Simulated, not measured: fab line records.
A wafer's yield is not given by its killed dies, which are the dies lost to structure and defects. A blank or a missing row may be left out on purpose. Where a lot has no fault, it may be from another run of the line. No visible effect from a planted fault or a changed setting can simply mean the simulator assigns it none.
Matching of chambers :: flow sky130 :: SKY_LI_CONTACT_CMP_02 on cmp-01: 4 sister chambers
The step polishes PSG. 7 wafers are shown with their chamber, then 7 later ones without.

## WAFERS, EACH WITH ITS CHAMBER
wafer: L592.2
chamber: 2
motor_current_A (A): 10.9
time_to_endpoint_s (s): 35.3

wafer: L595.4
chamber: 1
motor_current_A (A): 12.8
time_to_endpoint_s (s): 36.7

wafer: L603.1
chamber: 3
motor_current_A (A): 13.3
time_to_endpoint_s (s): 35.5

wafer: L603.2
chamber: 0
motor_current_A (A): 11.1
time_to_endpoint_s (s): 36.4

wafer: L603.6
chamber: 3
motor_current_A (A): 14.0
time_to_endpoint_s (s): 34.3

wafer: L606.2
chamber: 1
motor_current_A (A): 12.9
time_to_endpoint_s (s): 41.2

wafer: L606.3
chamber: 0
motor_current_A (A): 10.6
time_to_endpoint_s (s): 35.3

## WAFERS WITH NO CHAMBER GIVEN
wafer: L606.5
motor_current_A (A): 12.5
time_to_endpoint_s (s): 36.9

wafer: L610.1
motor_current_A (A): 13.5
time_to_endpoint_s (s): 39.6

wafer: L610.3
motor_current_A (A): 10.4
time_to_endpoint_s (s): 37.7

wafer: L610.5
motor_current_A (A): 13.4
time_to_endpoint_s (s): 38.6

wafer: L611.1
motor_current_A (A): 13.1
time_to_endpoint_s (s): 36.2

wafer: L611.2
motor_current_A (A): 13.5
time_to_endpoint_s (s): 32.8

wafer: L611.6
motor_current_A (A): 11.4
time_to_endpoint_s (s): 34.8

## WHICH CHAMBER EACH ONE RAN IN
wafer: L606.5
from the rows above: can't be placed: 1 or 3
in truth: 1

wafer: L610.1
from the rows above: can't be placed: 1 or 3
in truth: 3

wafer: L610.3
from the rows above: can't be placed: 0 or 2
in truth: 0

wafer: L610.5
from the rows above: can't be placed: 1 or 3
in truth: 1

wafer: L611.1
from the rows above: can't be placed: 1 or 3
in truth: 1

wafer: L611.2
from the rows above: 3
in truth: 3

wafer: L611.6
from the rows above: can't be placed: 2 or 0
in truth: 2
Placed correctly: 1 of 7. Unplaceable from these rows: 6, with the true chamber sitting among the candidates in 6. Number placed wrongly: 0.
How it was worked out, from the rows above alone: a wafer's distance from a chamber is the root of the sum, over the readings, of the square of ((its reading less the chamber's mean) divided by the reading's scatter). If the next closest chamber is less than 2 further off than the closest, the wafer can't be placed; otherwise it belongs to the closest. The mean given for a chamber averages the wafers shown for that chamber. How the scatter is found: for the shown wafers, subtract from each reading the mean of its chamber, square and add these, divide the total by (wafers less chambers), then take the root.
